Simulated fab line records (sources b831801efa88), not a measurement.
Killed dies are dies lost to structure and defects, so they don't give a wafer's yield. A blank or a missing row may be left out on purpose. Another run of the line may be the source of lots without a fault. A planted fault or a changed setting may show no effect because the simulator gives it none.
2 desks, one fault + flow gf180mcu + what lay behind the numbers comes last; until then each desk has only its own

FROM THE METROLOGY DESK
Means of the sampled wafers that have a number, per lot and without regard to the tool the lot ran on: this is what the gauges read. Any lot whose mean is over 4 standard deviations away from the usual mean is out of limits and marked OUT; that distance is given in the brackets.
Columns: A = HV_LDD_2_TW at GF_HV_LDD_TW_MEAS_23, usual 1053
| lot  | first seen here | A              |
|------|-----------------|----------------|
| L182 | day 10 20:40    | 1045           |
| L184 | day 11 10:26    | 1054           |
| L183 | day 11 14:37    | 1056           |
| L185 | day 11 21:22    | 1060           |
| L186 | day 12 04:18    | 1041           |
| L189 | day 13 01:52    | 1053           |
| L195 | day 15 01:48    | 1674 (+62) OUT |
| L196 | day 15 09:25    | 1645 (+59) OUT |
| L198 | day 16 01:12    | 1060           |
| L200 | day 16 13:12    | 1049           |
| L201 | day 16 17:34    | 1051           |
| L202 | day 17 09:19    | 1031           |
| L205 | day 18 07:04    | 1050           |
This desk's finding: out of limits on L195, L196; first on L195, day 15 01:48 (HV_LDD_2_TW at GF_HV_LDD_TW_MEAS_23). Within limits: L182, L184, L183, L185, L186, L189, L198, L200, L201, L202, L205.

FOR THE TOOL OWNER'S DESK: implanter-02
For each lot that ran on this tool, the mean over its sampled wafers that have a number, from the tool's own readings at GF_HV_LDD_IMPLANT_21. Any lot whose mean is over 4 standard deviations away from the usual mean is out of limits and marked OUT; that distance is given in the brackets.
Columns: A = beam-on-s at GF_HV_LDD_IMPLANT_21, usual 10.00 s; B = dose-ions-cm2 at GF_HV_LDD_IMPLANT_21, usual 4.999e+13; C = faraday-current-uA at GF_HV_LDD_IMPLANT_21, usual 282
| lot  | first seen here | A               | B                           | C             |
|------|-----------------|-----------------|-----------------------------|---------------|
| L184 | day 11 10:11    | 10.08           | 4.995e+13                   | 279           |
| L185 | day 11 21:07    | 10.10           | 5.001e+13                   | 279           |
| L186 | day 12 04:03    | 10.17           | 4.990e+13                   | 277           |
| L195 | day 15 01:33    | 15.47 (+26) OUT | 2.177e+14 (+99 or more) OUT | 792 (+86) OUT |
| L196 | day 15 09:11    | 15.04 (+24) OUT | 2.177e+14 (+99 or more) OUT | 815 (+90) OUT |
This desk's verdict: out of limits on L195, L196, starting with L195 at day 15 01:33 (beam-on-s at GF_HV_LDD_IMPLANT_21). Within limits: L184, L185, L186.

BROUGHT TOGETHER
An alarm could have come from the tool owner's desk at day 15 01:33, on L195, L196.
Metrology desk: alarm possible at day 15 01:48 on L195, L196.
On implanter-02, each named lot ran GF_HV_LDD_IMPLANT_21.

WHAT THE SIMULATOR HAD PUT IN
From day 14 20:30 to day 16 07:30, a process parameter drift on implanter-02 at GF_HV_LDD_IMPLANT_21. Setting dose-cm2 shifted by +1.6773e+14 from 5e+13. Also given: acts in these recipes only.
Shown lots that were struck: L195, L196.
Counting hours from when the fault started, the first reading out of limits came at 5 for the tool owner's desk and at 5 for the metrology desk.
